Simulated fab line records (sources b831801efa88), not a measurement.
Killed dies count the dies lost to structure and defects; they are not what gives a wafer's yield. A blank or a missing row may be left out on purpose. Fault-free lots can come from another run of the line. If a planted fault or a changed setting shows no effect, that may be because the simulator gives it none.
Which tool did it? | flow sky130 | 14 lots, 42 wafers sampled, at 2 steps of a route of 708

## WHAT THE GAUGES READ, wafer by wafer
SKY_CONTACT_THK_MEAS_01.
lot  | measured     | on            | CONTACT_CVD_00_THK (nm)
L544 | day 30 14:35 | film-metro-03 | 74.6 73.6 73.8
L546 | day 31 11:20 | film-metro-03 | 75.3 76.1 75.6
L547 | day 31 23:04 | film-metro-04 | 74.8 75.1 76.3
L548 | day 32 03:05 | film-metro-01 | 74.3 74.0 75.9
L549 | day 32 15:23 | film-metro-01 | 75.0 76.2 76.9
L550 | day 32 22:31 | film-metro-03 | 71.4 76.2 76.9
L551 | day 32 23:59 | film-metro-04 | 70.5 75.6 75.4
L559 | day 35 17:16 | film-metro-03 | 75.4 76.0 76.5
L560 | day 36 04:31 | film-metro-04 | 75.3 76.7 76.1
L561 | day 36 12:38 | film-metro-03 | 74.9 75.1 75.7
L562 | day 36 23:38 | film-metro-01 | 75.8 74.8 76.0
L563 | day 37 07:15 | film-metro-04 | 75.6 76.4 75.8
L564 | day 37 11:19 | film-metro-04 | 74.4 75.9 75.3
L565 | day 37 16:53 | film-metro-04 | 75.2 74.6 76.3

## WHAT TOOL EACH LOT RAN ON (gives the tool, then ch and the chambers of the sampled wafers, and finally the start)
lot  | SKY_CONTACT_CVD_00
L544 | pecvd-02 ch 0,1,2, day 30 14:32
L546 | pecvd-02 ch 0,1,2, day 31 11:17
L547 | pecvd-02 ch 1,2, day 31 23:02
L548 | pecvd-02 ch 0,1, day 32 03:03
L549 | pecvd-01 ch 0,1,2, day 32 15:20
L550 | pecvd-02 ch 0,1,2, day 32 22:29
L551 | pecvd-02 ch 0,1,2, day 32 23:56
L559 | pecvd-03 ch 0,2, day 35 17:14
L560 | pecvd-01 ch 0,2, day 36 04:28
L561 | pecvd-02 ch 0,1,2, day 36 12:35
L562 | pecvd-03 ch 0,2, day 36 23:35
L563 | pecvd-02 ch 0,1,2, day 37 07:12
L564 | pecvd-02 ch 1,2, day 37 11:17
L565 | pecvd-03 ch 1,2, day 37 16:50
- SKY_CONTACT_CVD_00: deposits Si3N4, target thk 75 nm.

## WHAT THE TOOLS THEMSELVES READ (means of the sampled wafers that have a number; where no wafer has one, the mark that the record gives instead)
SKY_CONTACT_CVD_00.
lot  | tool     | heater-power-w (W) | rf-fwd-power-W (W)
L544 | pecvd-02 | 585                | 444.2
L546 | pecvd-02 | 649                | 444.2
L547 | pecvd-02 | 604                | 445.2
L548 | pecvd-02 | 626                | 443.7
L549 | pecvd-01 | 834                | 445.4
L550 | pecvd-02 | 648                | 419.9
L551 | pecvd-02 | 624                | 420.7
L559 | pecvd-03 | 747                | 445.3
L560 | pecvd-01 | 963                | 445.3
L561 | pecvd-02 | 646                | 444.4
L562 | pecvd-03 | 831                | 446.0
L563 | pecvd-02 | 652                | 444.0
L564 | pecvd-02 | 565                | 445.1
L565 | pecvd-03 | 760                | 446.7

## THE ANSWER, worked out from the rows above alone
Rule: the usual values come from the lots themselves. Put in order of their means at a reading, lots are off if they are a third of the lots or fewer, leave a main group of 4 or more, and stand apart from it by a gap of 3 or more times the standard deviation of the main group's means; of several such gaps the widest counts. If all means in a main group match to the digits the tables above print for the reading, that group is not used. A lot without any number at a reading at which 4 lots or more have one is off too. All remaining lots with rows at the step are treated as sound. After the gauges, taken in route order, come the tools' own readings; for these a lot's mean is taken, as printed above. The first step at which some lot is off is used, and at that step the reading that is off furthest; a lot without a number counts as furthest.
Off, at SKY_CONTACT_CVD_00 on rf-fwd-power-W: L550, L551. The main group: mean 445.0 W, standard deviation 0.85.
If a tool, at that step or one of the process steps before it, ran each lot that is off and ran no sound lot following the first of them, it fits. Not one of the candidates tried fits.

## WHAT HAD BEEN PUT IN BY THE SIMULATOR
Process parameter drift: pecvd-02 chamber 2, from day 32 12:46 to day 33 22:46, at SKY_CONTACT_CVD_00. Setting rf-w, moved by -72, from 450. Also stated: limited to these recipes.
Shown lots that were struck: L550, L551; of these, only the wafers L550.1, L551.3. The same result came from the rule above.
